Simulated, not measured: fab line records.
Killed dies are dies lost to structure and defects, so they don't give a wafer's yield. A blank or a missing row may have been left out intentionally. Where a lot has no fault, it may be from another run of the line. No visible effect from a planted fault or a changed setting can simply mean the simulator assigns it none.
fab line records    flow sky130
record: lots: 12  wafers: 34  lastDay: 51
route steps=708 shown VIA1@478 METAL2@500 PAD_OPEN@708
lots that met no fault: from a run of the same line without faults
startH: hours from the record's first day to the start of the lot's first wafer shown    waitH: how many hours have passed since the lot's step before this one    " identical to the entry in the row above    L1.1+2: a row that stands for several wafers    - no value, or no start given    * or withheld: withheld    < > ~ a bound
route shown NAME@n: a module of which the file shows steps, and the number in the route of the first    usual: mean/standard deviation taken from wafers without a fault    same: alike in all rows    chamber/n: place in a boat    sites: readings site by site    _std_site: how widely they spread, as a standard deviation    _edge_site: mean of outer sites minus mean of inner sites    radiusMm: how far each site lies from the wafer's centre    mask NAME#n: copy n    behind: the most recent tool/chamber to have shaped the wafer    hold: reason for holding the lot/hours on hold/outcome of the hold    device: the n, p or np transistor that did not switch    end of line: tests of these same wafers at the route's end    a step without rows: its recipe alone    killed: dies that structure and defects cost at the first sort, which is not the same as the wafer's yield    map: a wafer's dies, marking killed ones x, the rest . and places with no die _
set.NAME: the setting the step ran with; set.NAME@STEP: the setting that earlier step ran with    model.NAME: the simulator's own value behind a step, which no gauge read
one table for each step of the route and one row for each wafer, over a sample of lots
services: the hour from which a tool's chamber was out of use, counted from the record's first day as startH (under 0 if before that day), plus the number of hours and why
== steps ==
step: SKY_VIA1_SPUTTER_20
recipe: material: TiN  targetThkNm: 20  chamberPressurePa: 5  powerW: 4000  timeS: 80
usual: throttleValvePct: 29.5/1
lot.wafer  tool           chamber  startH  waitH  throttleValvePct
L767.1     pvdSputter-04  -        842.81  0.0    30.8
L767.3     "              -        "       "      28.6
L767.5     "              -        "       "      30.7
L768.1     pvdSputter-04  -        845.35  0.0    27.9
L768.4     "              -        "       "      28.5
L768.6     "              -        "       "      28.1
L769.2     pvdSputter-02  -        846.02  0.0    29.2
L769.4     "              -        "       "      29.6
L769.6     "              -        "       "      30.7
L770.1     pvdSputter-02  -        852.22  0.0    29.0
L770.3     "              -        "       "      30.9
L770.6     "              -        "       "      29.1
L772.2     pvdSputter-04  -        863.13  0.0    30.7
L772.5     "              -        "       "      28.6
L772.6     "              -        "       "      28.1
L771.1     pvdSputter-04  -        864.29  0.0    27.8
L771.2     "              -        "       "      28.3
L771.3     "              -        "       "      30.6
L775.2     pvdSputter-04  -        888.77  0.0    30.6
L775.3     "              -        "       "      27.9
L775.5     "              -        "       "      28.6
L777.1     pvdSputter-02  -        904.53  0.0    29.9
L777.2     "              -        "       "      29.2
L778.1     pvdSputter-02  -        913.82  0.0    28.7
L778.3     "              -        "       "      29.8
L785.3     pvdSputter-04  -        959.16  0.0    30.8
L785.4     "              -        "       "      27.7
L785.5     "              -        "       "      28.6
L787.1     pvdSputter-04  -        970.76  0.0    30.6
L787.3     "              -        "       "      28.7
L787.4     "              -        "       "      27.9
L788.3     pvdSputter-04  -        972.22  0.0    30.7
L788.4     "              -        "       "      30.1
L788.6     "              -        "       "      28.0
step: SKY_VIA1_RS_MEAS_22
recipe: thkMeasGauge: four-point-probe  reads: W_of_VIA1_CVD_21+TiN_of_VIA1_SPUTTER_20
usual: VIA1_W_RS: 0.427/0.0057
lot.wafer  tool          chamber  startH  waitH  VIA1_W_RS[ohm/sq]
L767.1     filmMetro-02  -        842.96  0.1    0.432
L767.3     "             -        "       "      0.426
L767.5     "             -        "       "      0.421
L768.1     filmMetro-04  -        845.50  0.1    0.425
L768.4     "             -        "       "      0.425
L768.6     "             -        "       "      0.424
L769.2     filmMetro-01  -        846.19  0.1    0.429
L769.4     "             -        "       "      0.428
L769.6     "             -        "       "      0.426
L770.1     filmMetro-04  -        852.37  0.1    0.431
L770.3     "             -        "       "      0.424
L770.6     "             -        "       "      0.427
L772.2     filmMetro-01  -        863.31  0.1    0.426
L772.5     "             -        "       "      0.426
L772.6     "             -        "       "      0.419
L771.1     filmMetro-01  -        864.45  0.1    0.425
L771.2     "             -        "       "      0.422
L771.3     "             -        "       "      0.425
L775.2     filmMetro-01  -        888.94  0.1    0.425
L775.3     "             -        "       "      0.422
L775.5     "             -        "       "      0.416
L777.1     filmMetro-04  -        904.68  0.1    0.424
L777.2     "             -        "       "      0.433
L778.1     filmMetro-02  -        913.97  0.1    0.426
L778.3     "             -        "       "      0.418
L785.3     filmMetro-02  -        959.36  0.1    0.430
L785.4     "             -        "       "      0.428
L785.5     "             -        "       "      0.433
L787.1     filmMetro-01  -        970.91  0.1    0.448
L787.3     "             -        "       "      0.444
L787.4     "             -        "       "      0.423
L788.3     filmMetro-01  -        972.41  0.1    0.427
L788.4     "             -        "       "      0.435
L788.6     "             -        "       "      0.423
step: SKY_VIA1_CMP_24
recipe: stopOn: SiO2  tOverpolishS: 15  downForcePsi: 3.5  platenRpm: 60  targetThkNm: 0  padVelocityMS: 0.94248
usual: edgeZonePressureFrac: 1.000/0.0047  motorCurrentA: 10.8/0.72  overpolishRunS: 15.000/0.0087  timeToEndpointS: 65/3.1
lot.wafer  tool    chamber  startH  waitH  edgeZonePressureFrac  motorCurrentA  overpolishRunS  timeToEndpointS
L767.1     cmp-01  2        843.19  0.1    0.995                 10.0           15.014          67
L767.3     "       0        "       "      1.001                 10.6           15.016          67
L767.5     "       1        "       "      0.997                 10.7           15.006          60
L768.4     cmp-01  1        845.68  0.0    1.011                 11.3           15.012          65
L768.1     "       2        "       "      1.003                 10.7           14.994          69
L768.6     "       2        "       "      1.005                 10.5           15.001          72
L769.2     cmp-01  0        846.35  0.0    1.006                 11.0           15.002          68
L769.4     "       1        "       "      0.995                 11.5           15.000          67
L769.6     "       1        "       "      1.006                 10.7           15.007          66
L770.3     cmp-02  3        852.60  0.1    1.000                 9.3            15.004          65
L770.1     "       0        "       "      0.997                 12.2           14.992          67
L770.6     "       3        "       "      1.003                 9.9            15.014          70
L772.2     cmp-01  0        863.78  0.3    1.002                 10.7           14.999          66
L772.6     "       1        "       "      1.002                 11.2           14.990          70
L772.5     "       2        "       "      1.001                 10.4           15.001          68
L771.2     cmp-01  0        864.68  0.1    0.994                 10.7           15.006          65
L771.1     "       1        "       "      0.990                 11.0           14.995          61
L771.3     "       2        "       "      0.996                 10.8           14.997          67
L775.3     cmp-01  1        889.10  0.0    0.998                 10.7           14.993          65
L775.2     "       2        "       "      0.997                 10.7           15.003          68
L775.5     "       2        "       "      0.998                 10.1           14.998          72
L777.2     cmp-01  3        904.86  0.0    1.003                 11.4           15.007          63
L777.1     "       1        "       "      1.004                 11.3           0.044           105
L778.3     cmp-01  2        914.15  0.0    0.999                 10.2           14.994          71
L778.1     "       0        "       "      1.002                 10.3           0.041           105
L785.3     cmp-02  0        959.50  0.0    1.004                 12.0           15.015          59
L785.4     "       2        "       "      1.006                 10.0           14.991          63
L785.5     "       0        "       "      1.000                 11.5           15.004          59
L787.3     cmp-02  3        971.20  0.1    0.996                 10.2           15.010          57
L787.4     "       0        "       "      1.004                 12.1           14.992          63
L787.1     "       1        "       "      0.991                 10.6           14.997          62
L788.4     cmp-02  0        972.95  0.4    1.000                 12.7           15.009          59
L788.3     "       1        "       "      0.997                 10.5           15.006          67
L788.6     "       3        "       "      1.005                 9.2            14.989          61
step: SKY_METAL2_DESCUM_17
recipe: chemistry: O2  sourcePowerW: 150  biasPowerW: 0  pressureMtorr: 10  tempC: 40  timeS: 8
usual: drypumpMotorCurrentA: 5.8/0.36  oesProductAu: 0.990/0.013
lot.wafer  tool         chamber  startH  waitH  drypumpMotorCurrentA  oesProductAu  rfHoursCounterH
L767.1     rieMetal-03  1        870.57  0.0    5.4                   0.979         10
L767.3     "            1        "       "      5.4                   0.968         -
L767.5     "            1        "       "      5.4                   0.980         -
L768.1     rieMetal-01  1        872.23  0.0    5.8                   0.986         2
L768.4     "            1        "       "      5.7                   0.978         -
L768.6     "            1        "       "      5.7                   0.980         -
L769.2     rieMetal-04  0        873.75  0.0    6.3                   0.984         14
L769.4     "            0        "       "      6.3                   0.988         -
L769.6     "            1        "       "      5.2                   0.987         -
L770.1     rieMetal-01  1        879.53  0.0    5.7                   0.978         3
L770.3     "            1        "       "      5.7                   0.982         -
L770.6     "            1        "       "      5.7                   0.986         -
L772.2     rieMetal-01  1        890.67  0.0    5.8                   0.979         3
L772.5     "            1        "       "      5.7                   0.980         -
L772.6     "            0        "       "      5.6                   1.016         -
L771.1     rieMetal-03  1        892.32  0.0    5.4                   0.970         11
L771.2     "            0        "       "      6.2                   1.000         15
L771.3     "            0        "       "      6.2                   0.992         -
L775.2     rieMetal-01  1        915.95  0.0    5.7                   0.985         4
L775.3     "            1        "       "      5.7                   0.976         -
L775.5     "            0        "       "      5.7                   1.011         -
L777.2     rieMetal-01  0        930.50  0.0    5.6                   1.010         2
L778.3     rieMetal-03  1        939.86  0.0    5.4                   0.971         -
L785.3     rieMetal-01  1        983.98  0.0    5.7                   0.990         -
L785.4     "            0        "       "      5.7                   1.014         -
L785.5     "            1        "       "      5.8                   0.983         -
L787.1     rieMetal-01  0        996.92  0.0    5.6                   1.021         6
L787.3     "            0        "       "      5.7                   1.021         -
L787.4     "            1        "       "      5.7                   0.990         -
L788.3     rieMetal-04  1        997.93  0.0    5.3                   0.985         -
L788.4     "            0        "       "      6.3                   0.977         -
L788.6     "            1        "       "      5.2                   0.976         -
step: SKY_PAD_OPEN_PROBE_99
usual: defectLimitedYield: 82.7/1.9  killed_at_M0_to_M3: 44/7.2  killed_at_M4_up: 2.9/1.8  killedAtContacts: 24/5.2  killedAtFrontEnd: 15/4  killedAtOther: 0.2/0.49  killedDies: 85/9.1  killedOnRim: 17/3.7  killedOpen: 47/6.8  killedShort: 38/5.7  sort_bin_3_pad_short: 0.9/0.44  sort_bin_5_function: 10.3/1.4  sort_bin_6_memory: 6.2/1.1  sortNPass: 407/9.1  sortYieldPct: 82.7/1.9
same: grossDies: 492  killedAtBackSide: 0  sort_bin_4_leakage[%]: 0  sort_bin_8_speed[%]: 0
lot.wafer  tool       chamber  startH   waitH  defectLimitedYield[%]  killed_at_M0_to_M3  killed_at_M4_up  killedAtContacts  killedAtFrontEnd  killedAtOther  killedDies  killedOnRim  killedOpen  killedShort  sort_bin_3_pad_short[%]  sort_bin_5_function[%]  sort_bin_6_memory[%]  sortNPass  sortYieldPct[%]
L771.1     prober-01  -        1138.84  0.1    82.9                   53                  2                14                15                0              84          16           47          37           0.4                      9.8                     6.9                   408        82.9
L771.2     prober-01  -        1138.89  0.1    79.5                   54                  8                25                14                0              101         14           60          41           0.8                      12.4                    7.3                   391        79.5
L771.3     prober-01  -        1138.94  0.2    81.5                   52                  5                22                12                0              91          18           41          50           1.4                      9.1                     7.9                   401        81.5
L777.1     prober-02  -        1167.02  0.1    0                      451                 4                21                16                0              492         96           53          42           81.9                     11.0                    7.1                   0          0
L777.2     prober-02  -        1167.07  0.1    82.5                   35                  1                31                19                0              86          18           54          32           0.6                      10.6                    6.3                   406        82.5
L778.1     prober-01  -        1175.27  0.1    0                      448                 2                25                16                1              492         96           49          47           80.9                     13.6                    5.5                   0          0
L778.3     prober-01  -        1175.37  0.2    82.1                   45                  1                22                20                0              88          20           48          40           1.2                      10.4                    6.3                   404        82.1
killed by level:class
L771.1 VIA1:geometricParticle:open=13 CONTACT:geometricParticle:open=9 VIA2:geometricParticle:open=8 METAL2:geometricParticle:short=7 FIELD_ISO:geometricParticle:open=5 POLY_GATE:geometricParticle:short=5 METAL1:geometricParticle:short=5 VIA3:geometricParticle:short=5
L771.2 VIA1:geometricParticle:open=11 VIA2:geometricParticle:open=10 CONTACT:geometricParticle:open=8 VIA3:geometricParticle:open=7 METAL2:geometricParticle:short=7 LI_CONTACT:geometricParticle:open=6 FIELD_ISO:geometricParticle:open=5 METAL4:geometricParticle:short=5
L771.3 VIA1:geometricParticle:open=13 CONTACT:geometricParticle:open=11 METAL1:geometricParticle:short=9 VIA2:geometricParticle:short=6 METAL2:geometricParticle:short=6 VIA2:geometricParticle:open=6 FIELD_ISO:geometricParticle:short=5 METAL4:geometricParticle:short=5
L777.1 VIA1:areaCmp=397 CONTACT:geometricParticle:open=12 VIA1:geometricParticle:open=12 VIA1:geometricParticle:short=9 METAL1:geometricParticle:short=8 FIELD_ISO:geometricParticle:open=5 POLY_GATE:geometricParticle:open=5 VIA3:geometricParticle:open=5
L777.2 CONTACT:geometricParticle:open=12 VIA3:geometricParticle:open=9 LI_CONTACT:geometricParticle:open=9 VIA2:geometricParticle:open=7 FIELD_ISO:geometricParticle:open=6 LI_CONTACT:geometricParticle:short=5 POLY_GATE:geometricParticle:short=4 METAL1:geometricParticle:short=4
L778.1 VIA1:areaCmp=396 VIA2:geometricParticle:open=12 LOCAL_INTERCONNECT:geometricParticle:short=7 CONTACT:geometricParticle:open=7 VIA3:geometricParticle:open=7 POLY_GATE:geometricParticle:short=6 METAL2:geometricParticle:short=6 METAL3:geometricParticle:short=5
L778.3 VIA1:geometricParticle:open=10 FIELD_ISO:geometricParticle:short=8 METAL2:geometricParticle:short=8 VIA2:geometricParticle:open=8 CONTACT:geometricParticle:open=7 LI_CONTACT:geometricParticle:open=5 METAL1:geometricParticle:short=5 VIA3:geometricParticle:open=5
== services ==
tool           chamber  startH  hours  kind
rieMetal-04    -        821.41  0.3    repair
rieMetal-04    -        833.85  0.6    repair
cmp-02         -        844.01  6.1    repair
rieMetal-01    -        845.10  1.6    repair
pvdSputter-04  -        850.83  2.8    repair
cmp-01         -        853.43  0.9    repair
rieMetal-01    0        862.23  -      clean
rieMetal-01    0        862.23  22.7   scheduledDown
rieMetal-01    0        862.23  22.7   ventCycle
cmp-02         -        862.74  19.6   pm
cmp-01         -        882.59  5.5    pm
cmp-02         -        892.65  5.4    pm
cmp-02         -        912.07  4.0    pm
cmp-02         -        912.90  1.0    repair
cmp-01         -        916.07  5.4    pm
cmp-02         -        916.07  -      consumableReplace:conditioner
cmp-02         -        916.07  -      consumableReplace:pad
cmp-02         -        922.56  6.5    repair
rieMetal-03    0        925.01  1.5    repair
pvdSputter-04  -        950.92  4.6    repair
cmp-01         -        967.33  6.7    repair
cmp-02         -        982.08  4.1    repair
== key ==
firstSign: step: SKY_VIA1_CMP_24  reading: overpolishRunS  direction: down  sigmas: 99+  usual: 15.000  struck: 0.043
effect: step: SKY_VIA1_CMP_24  reading: timeToEndpointS  direction: up  sigmas: 13  usual: *  struck: *
effect: step: SKY_PAD_OPEN_PROBE_99  reading: sort_bin_3_pad_short  direction: up  sigmas: 99+  usual: 0.9  struck: 81.4
moreKillsBornAt: SKY_VIA1_CMP_24@cmp-01: 793
metAt SKY_VIA1_CMP_24
struckLots L777,L778
struckWafers L777.1,L778.1
laterRowsLeftOut L777.1,L778.1
notActingAt SKY_VIA1_SPUTTER_20,SKY_VIA1_RS_MEAS_22,SKY_METAL2_DESCUM_17
onsetBetween 889.10 904.86
fault: kind: processParameterDrift  tool: cmp-01  chamber: -  onsetH: 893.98  steps: SKY_VIA1_CMP_24  channel: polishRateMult  offset: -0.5  shape: step  endH: 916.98  scope: struckWafersOnly
laterRowsLeftOut: the simulator's readings of these wafers behind a module that went badly wrong aren't trusted and aren't shown, but for the sort
